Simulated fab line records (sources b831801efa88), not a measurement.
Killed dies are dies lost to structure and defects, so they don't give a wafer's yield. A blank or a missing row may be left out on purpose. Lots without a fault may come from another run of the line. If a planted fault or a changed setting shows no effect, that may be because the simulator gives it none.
Matching of chambers	flow sfqLine	4 sister chambers for SFQ_TRILAYER_I2_CMP_CMP_064 on cmp-02
The step polishes SiO2. 8 wafers are shown with their chamber, then 8 later ones without.

== WAFERS WITH THEIR CHAMBER ==
wafer	chamber	motorCurrentA (A)	timeToEndpointS (s)
L225.5	2	9.6	214
L240.2	0	11.2	201
L240.4	3	9.9	218
L240.5	1	9.4	212
L242.4	3	11.2	200
L242.5	1	9.1	203
L242.6	0	10.2	198
L245.2	2	8.9	213

== WAFERS WITH NO CHAMBER GIVEN ==
wafer	motorCurrentA (A)	timeToEndpointS (s)
L245.3	10.3	206
L245.5	9.4	212
L246.2	9.5	208
L246.4	10.4	208
L246.6	11.0	204
L248.1	9.4	216
L248.2	9.4	210
L248.4	10.8	201

== THE CHAMBER EACH PASSED THROUGH ==
wafer	from the rows above	in truth
L245.3	can't be placed: 3 or 0 or 1 or 2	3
L245.5	can't be placed: 2 or 1 or 3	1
L246.2	can't be placed: 1 or 2 or 3 or 0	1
L246.4	can't be placed: 3 or 0 or 1 or 2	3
L246.6	can't be placed: 0 or 3 or 1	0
L248.1	can't be placed: 2 or 1 or 3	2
L248.2	can't be placed: 1 or 2 or 3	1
L248.4	can't be placed: 0 or 3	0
Placed correctly: 0 of 8. These rows do not allow placing 8 (true chamber among the candidates in 8). 0 placed wrongly.
How it was worked out, from the rows above alone: a wafer's distance from a chamber is the root of the sum, over the readings, of the square of ((its reading less the chamber's mean) divided by the reading's scatter). If the next closest chamber is less than 2 further off than the closest, the wafer can't be placed; otherwise it belongs to the closest. Each chamber's mean is taken over the wafers shown for it. How the scatter is found: for the shown wafers, subtract from each reading the mean of its chamber, square and add these, divide the total by (wafers less chambers), then take the root.
